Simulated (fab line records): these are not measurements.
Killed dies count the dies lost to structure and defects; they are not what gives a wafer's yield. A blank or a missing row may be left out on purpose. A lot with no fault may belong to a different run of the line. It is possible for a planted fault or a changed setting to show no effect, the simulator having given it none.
Shared-tool check    flow sky130    10 lots, 36 wafers sampled

== THE REASON FOR OPENING IT ==
At SKY_LOCAL_INTERCONNECT_RS_MEAS_01 the reading LOCAL_INTERCONNECT_TIN_RS is flagged on 2 of 10 lots. Fault-free wafers read 14.18 ohm/sq, with a standard deviation of 0.13.
Rule: a lot gets a flag if all its wafers with a number sit over 4 standard deviations from that mean, or if no wafer of it has a number. All remaining lots are regarded as sound.

lot   measured      on            LOCAL_INTERCONNECT_TIN_RS (ohm/sq), wafer by wafer  flag
L322  day 29 16:41  filmMetro-04  14.50 14.35 14.47                                   
L323  day 29 20:12  filmMetro-04  14.10 14.27 14.01                                   
L324  day 30 08:47  filmMetro-04  14.14 14.37 14.23                                   
L325  day 31 05:11  filmMetro-01  14.02 13.97 14.17                                   
L328  day 32 07:38  filmMetro-02  14.16 14.18 14.19                                   
L329  day 32 10:53  filmMetro-04  14.30 14.34 14.33                                   
L331  day 33 07:53  filmMetro-01  14.38 14.42 14.33                                   
L335  day 34 13:21  filmMetro-04  17.10 17.03 17.08 17.10 17.02 17.07                 FLAGGED
L339  day 35 09:31  filmMetro-01  17.07 16.71 17.07 17.10 16.71 17.04                 FLAGGED
L343  day 36 13:31  filmMetro-01  14.08 13.99 13.95                                   
On average the flagged lots' numbers are 17.01 ohm/sq, which is +2.83 ohm/sq against the usual, or +22 standard deviations.

== WHICH TOOL EACH LOT WENT THROUGH ==
The record holds 1 process step before the reading, out of a route of 708 steps. In each cell: the tool, then ch and the chambers that the sampled wafers went through, then the start.
lot   flag     SKY_LOCAL_INTERCONNECT_SPUTTER_00
L322           pvdSputter-02, day 29 16:37
L323           pvdSputter-03, day 29 20:08
L324           pvdSputter-01, day 30 08:43
L325           pvdSputter-01, day 31 05:06
L328           pvdSputter-01, day 32 07:32
L329           pvdSputter-02, day 32 10:47
L331           pvdSputter-02, day 33 07:49
L335  FLAGGED  pvdSputter-01, day 34 13:16
L339  FLAGGED  pvdSputter-01, day 35 09:25
L343           pvdSputter-03, day 36 13:27
What is done by these steps:
- SKY_LOCAL_INTERCONNECT_SPUTTER_00: material TiN, target thk 100 nm, time 83.3 s.
- SKY_LOCAL_INTERCONNECT_RS_MEAS_01: measures by four-point-probe.

== FLAGGED AGAINST TOTAL, ONE TOOL AT A TIME (gauges that did the reading follow at the end) ==
step                               tool           lots run  flagged  share of the flagged lots  sound lots run after its first flagged lot
SKY_LOCAL_INTERCONNECT_SPUTTER_00  pvdSputter-01  5         2        all                        0
SKY_LOCAL_INTERCONNECT_SPUTTER_00  pvdSputter-02  3         0        none                       -
SKY_LOCAL_INTERCONNECT_SPUTTER_00  pvdSputter-03  2         0        none                       -
SKY_LOCAL_INTERCONNECT_RS_MEAS_01  filmMetro-01   4         1        some                       1 (L343)
SKY_LOCAL_INTERCONNECT_RS_MEAS_01  filmMetro-02   1         0        none                       -
SKY_LOCAL_INTERCONNECT_RS_MEAS_01  filmMetro-04   5         1        some                       0

== WHAT THE TABLE PERMITS ==
In the table, 1 row covers all flagged lots: pvdSputter-01 at SKY_LOCAL_INTERCONNECT_SPUTTER_00.
- pvdSputter-01 at SKY_LOCAL_INTERCONNECT_SPUTTER_00: 2 of its 5 lots flagged. A fault beginning between L328 (day 32 07:32), its last sound lot, and L335 (day 34 13:16), its first flagged one, fits the data.
pvdSputter-01 at SKY_LOCAL_INTERCONNECT_SPUTTER_00 is the single tool remaining.

== WHAT THE SIMULATOR PUT IN ==
Site profile drift: pvdSputter-01, from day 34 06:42 on, at SKY_LOCAL_INTERCONNECT_SPUTTER_00. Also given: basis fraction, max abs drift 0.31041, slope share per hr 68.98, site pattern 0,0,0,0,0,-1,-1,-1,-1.
Shown lots that were struck: L335, L339. The rule given above showed the same thing.
